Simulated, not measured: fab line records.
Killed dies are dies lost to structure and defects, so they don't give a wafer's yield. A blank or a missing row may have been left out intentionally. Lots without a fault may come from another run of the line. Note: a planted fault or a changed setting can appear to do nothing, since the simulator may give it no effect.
The tool behind it: which one? -- flow sky130 -- 14 lots, 42 wafers sampled, at 4 steps of a route of 708

== WHAT THE GAUGES SHOWED, per wafer ==
Not one reading of a measure or inspect step in the record can be checked against a usual standard deviation.

== EACH LOT AND THE TOOL THAT RAN IT (in order: tool; ch and the chambers of the sampled wafers; start) ==
lot,SKY_METAL1_SPUTTER_00,SKY_METAL1_SPUTTER_04,SKY_METAL1_PEB_13,SKY_METAL1_STRIP_20
L550,"pvd_sputter-03, day 33 08:23","pvd_sputter-03, day 33 08:29","litho_track-01 ch 0, day 34 10:00","plasma_asher-01 ch 0,1, day 34 11:00"
L551,"pvd_sputter-01, day 33 14:52","pvd_sputter-01, day 33 14:58","litho_track-01 ch 0, day 34 17:00","plasma_asher-01 ch 0,1, day 34 18:06"
L554,"pvd_sputter-03, day 34 22:13","pvd_sputter-03, day 34 22:19","litho_track-04 ch 0, day 36 01:00","plasma_asher-02 ch 0,1, day 36 01:58"
L555,"pvd_sputter-02, day 35 01:20","pvd_sputter-02, day 35 01:26","litho_track-04 ch 0, day 36 03:00","plasma_asher-04 ch 0,1, day 36 04:23"
L556,"pvd_sputter-02, day 35 03:26","pvd_sputter-02, day 35 03:31","litho_track-03 ch 0, day 36 06:00","plasma_asher-01 ch 0,1, day 36 06:50"
L558,"pvd_sputter-01, day 36 02:01","pvd_sputter-01, day 36 02:06","litho_track-03 ch 0, day 37 04:00","plasma_asher-04 ch 0,1, day 37 05:20"
L559,"pvd_sputter-01, day 36 04:20","pvd_sputter-01, day 36 04:26","litho_track-03 ch 0, day 37 07:00","plasma_asher-01 ch 0, day 37 08:02"
L560,"pvd_sputter-01, day 36 16:49","pvd_sputter-01, day 36 16:54","litho_track-04 ch 0, day 37 19:00","plasma_asher-01 ch 0,1, day 37 20:05"
L561,"pvd_sputter-01, day 37 01:24","pvd_sputter-01, day 37 01:29","litho_track-04 ch 0, day 38 04:00","plasma_asher-02 ch 0,1, day 38 04:59"
L562,"pvd_sputter-03, day 37 09:57","pvd_sputter-03, day 37 10:03","litho_track-03 ch 0, day 38 12:00","plasma_asher-01 ch 0, day 38 13:23"
L564,"pvd_sputter-02, day 37 13:54","pvd_sputter-02, day 37 13:59","litho_track-01 ch 0, day 38 16:00","plasma_asher-04 ch 0,1, day 38 17:17"
L567,"pvd_sputter-02, day 38 11:35","pvd_sputter-02, day 38 11:41","litho_track-04, day 39 13:00","plasma_asher-02 ch 0,1, day 39 14:08"
L568,"pvd_sputter-03, day 38 16:59","pvd_sputter-03, day 38 17:05","litho_track-03, day 39 18:00","plasma_asher-02 ch 0,1, day 39 19:29"
L573,"pvd_sputter-01, day 40 02:56","pvd_sputter-01, day 40 03:01","litho_track-04 ch 0, day 41 03:00","plasma_asher-02 ch 0,1, day 41 04:29"
- SKY_METAL1_SPUTTER_00: material Ti, target thk 15 nm, time 10 s.
- SKY_METAL1_SPUTTER_04: material TiN, target thk 70 nm, time 58.3 s.
- SKY_METAL1_PEB_13
- SKY_METAL1_STRIP_20: strips in O2/N2.

== WHAT THE TOOLS THEMSELVES READ (means of the sampled wafers that have a number; where no wafer has one, the mark that the record gives instead) ==
SKY_METAL1_SPUTTER_00. Usual: throttle_valve_pct 30.2 %, standard deviation 1.2.
lot,tool,throttle_valve_pct (%),flag
L550,pvd_sputter-03,30.7,
L551,pvd_sputter-01,29.6,
L554,pvd_sputter-03,30.6,
L555,pvd_sputter-02,30.4,
L556,pvd_sputter-02,30.2,
L558,pvd_sputter-01,29.9,
L559,pvd_sputter-01,29.7,
L560,pvd_sputter-01,29.2,
L561,pvd_sputter-01,29.7,
L562,pvd_sputter-03,30.3,
L564,pvd_sputter-02,30.7,
L567,pvd_sputter-02,30.2,
L568,pvd_sputter-03,30.6,
L573,pvd_sputter-01,30.3,

SKY_METAL1_SPUTTER_04. Usual: throttle_valve_pct 30.2 %, standard deviation 1.2.
lot,tool,throttle_valve_pct (%),flag
L550,pvd_sputter-03,30.7,
L551,pvd_sputter-01,29.9,
L554,pvd_sputter-03,30.7,
L555,pvd_sputter-02,30.3,
L556,pvd_sputter-02,30.2,
L558,pvd_sputter-01,30.1,
L559,pvd_sputter-01,29.6,
L560,pvd_sputter-01,29.4,
L561,pvd_sputter-01,29.8,
L562,pvd_sputter-03,30.3,
L564,pvd_sputter-02,30.6,
L567,pvd_sputter-02,30.2,
L568,pvd_sputter-03,30.7,
L573,pvd_sputter-01,30.2,

SKY_METAL1_PEB_13. Usual: exhaust_pa 45.0 Pa, standard deviation 1.
lot,tool,exhaust_pa (Pa),flag
L550,litho_track-01,45.6,
L551,litho_track-01,44.7,
L554,litho_track-04,45.9,
L555,litho_track-04,45.3,
L556,litho_track-03,46.0,
L558,litho_track-03,44.1,
L559,litho_track-03,43.7,
L560,litho_track-04,46.9,
L561,litho_track-04,45.5,
L562,litho_track-03,46.3,
L564,litho_track-01,45.1,
L567,litho_track-04,-,OFF
L568,litho_track-03,-,OFF
L573,litho_track-04,45.5,

SKY_METAL1_STRIP_20. Usual: drypump_motor_current_A 5.9 A, standard deviation 0.67; n2_flow_sccm 300.2 sccm, standard deviation 0.95; oes_product_au 0.348 a.u., standard deviation 0.0047; strip_time_to_endpoint_s 2.82 s, standard deviation 0.036.
lot,tool,drypump_motor_current_A (A),n2_flow_sccm (sccm),oes_product_au (a.u.),strip_time_to_endpoint_s (s),flag
L550,plasma_asher-01,6.1,300.0,0.348,2.79,
L551,plasma_asher-01,6.3,299.6,0.346,2.83,
L554,plasma_asher-02,6.0,299.0,0.348,2.81,
L555,plasma_asher-04,5.7,300.5,0.346,2.86,
L556,plasma_asher-01,6.1,299.7,0.346,2.85,
L558,plasma_asher-04,5.7,300.5,0.349,2.81,
L559,plasma_asher-01,5.8,300.6,0.347,2.80,
L560,plasma_asher-01,6.1,299.9,0.349,2.86,
L561,plasma_asher-02,5.4,299.6,0.345,2.81,
L562,plasma_asher-01,5.8,299.8,0.347,2.77,
L564,plasma_asher-04,5.5,299.8,0.349,2.83,
L567,plasma_asher-02,5.4,301.1,0.347,2.80,
L568,plasma_asher-02,5.4,300.7,0.351,2.88,
L573,plasma_asher-02,5.4,299.9,0.352,2.83,

== THE ANSWER, worked out from the rows above alone ==
Rule: lot off if the mean of its wafers having a number is beyond 3 standard deviations from the usual mean. A lot without any number at a reading at which 4 lots or more have one is off too. Where the step has rows for the other lots, those lots are counted as sound. The gauges are gone through in route order, then the tools' own readings, and for those a lot's mean is taken as printed above. At the first step where some lot is off, the reading lying furthest off is the one used; lots without a number count as furthest.
Off: L567, L568, at SKY_METAL1_PEB_13 (exhaust_pa). Without a number there: L567, L568.
If a tool, at that step or one of the process steps before it, ran each lot that is off and ran no sound lot following the first of them, it fits. No candidate that was tried fits.

== WHAT HAD BEEN PUT IN BY THE SIMULATOR ==
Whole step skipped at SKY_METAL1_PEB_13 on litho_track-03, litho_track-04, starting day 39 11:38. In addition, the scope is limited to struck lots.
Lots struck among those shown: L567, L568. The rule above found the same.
